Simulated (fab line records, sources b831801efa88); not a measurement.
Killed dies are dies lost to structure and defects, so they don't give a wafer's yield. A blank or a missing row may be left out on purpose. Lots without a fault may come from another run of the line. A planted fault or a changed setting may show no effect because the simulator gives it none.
Which tool did it? | flow sky130 | 6 lots, 18 wafers sampled, at 4 steps of a route of 708

WHAT THE GAUGES READ, wafer by wafer
SKY_LDD_HVP_OVL_MEAS_07.
lot  | measured     | on         | LDD_HVP_OVL (nm)
L359 | day 21 22:03 | overlay-01 | 3.3 0.2 3.3
L362 | day 22 20:31 | overlay-02 | -2.8 -2.0 -1.7
L366 | day 24 06:58 | overlay-01 | -2.3 1.2 0.0
L375 | day 28 22:22 | overlay-01 | 1.1 -0.4 -0.4
L378 | day 29 03:22 | overlay-01 | 0.4 1.3 0.5
L381 | day 29 19:43 | overlay-02 | -3.8 -3.0 -3.2

WHICH TOOL RAN EACH LOT (tool, then ch and the chambers of the sampled wafers, then the start)
lot  | SKY_DNWELL_STRIP_08                 | SKY_NWELL_RTA_28                 | SKY_VT_ADJUST_HVTP_IMPLANT_09
L359 | plasma_asher-02 ch 0,1, day 3 07:30 | rtp_anneal-01 ch 0, day 5 10:25  | implanter-01 ch 0, day 6 04:25
L362 | plasma_asher-02 ch 0,1, day 4 00:11 | rtp_anneal-02 ch 0, day 6 04:59  | implanter-02 ch 0, day 6 23:13
L366 | plasma_asher-02 ch 0,1, day 4 22:06 | rtp_anneal-01 ch 0, day 7 05:29  | implanter-01 ch 0, day 8 01:46
L375 | plasma_asher-04 ch 0,1, day 7 14:48 | rtp_anneal-02 ch 0, day 10 06:07 | implanter-01 ch 0, day 11 04:58
L378 | plasma_asher-04 ch 0,1, day 7 22:36 | rtp_anneal-02 ch 0, day 10 15:35 | implanter-04 ch 0, day 11 14:38
L381 | plasma_asher-02 ch 0,1, day 8 13:12 | rtp_anneal-01 ch 0, day 11 07:08 | implanter-02 ch 0, day 12 07:14
- SKY_DNWELL_STRIP_08: strips in O2/N2.
- SKY_NWELL_RTA_28: time 30 s.
- SKY_VT_ADJUST_HVTP_IMPLANT_09

THE ANSWER, worked out from the rows above alone
Rule: what is usual is taken from the lots themselves. Put in order of their means at a reading, lots are off if they are a third of the lots or fewer, leave a main group of 4 or more, and stand apart from it by a gap of 3 or more times the standard deviation of the main group's means; of several such gaps the widest counts. A main group whose means are all the same, to the digits that the tables above print for the reading, isn't used. A lot without any number at a reading at which 4 lots or more have one is off too. The other lots that the step has rows for count as sound.
No lot is off at any reading shown: from this, nothing can be told.

WHAT THE SIMULATOR HAD PUT IN
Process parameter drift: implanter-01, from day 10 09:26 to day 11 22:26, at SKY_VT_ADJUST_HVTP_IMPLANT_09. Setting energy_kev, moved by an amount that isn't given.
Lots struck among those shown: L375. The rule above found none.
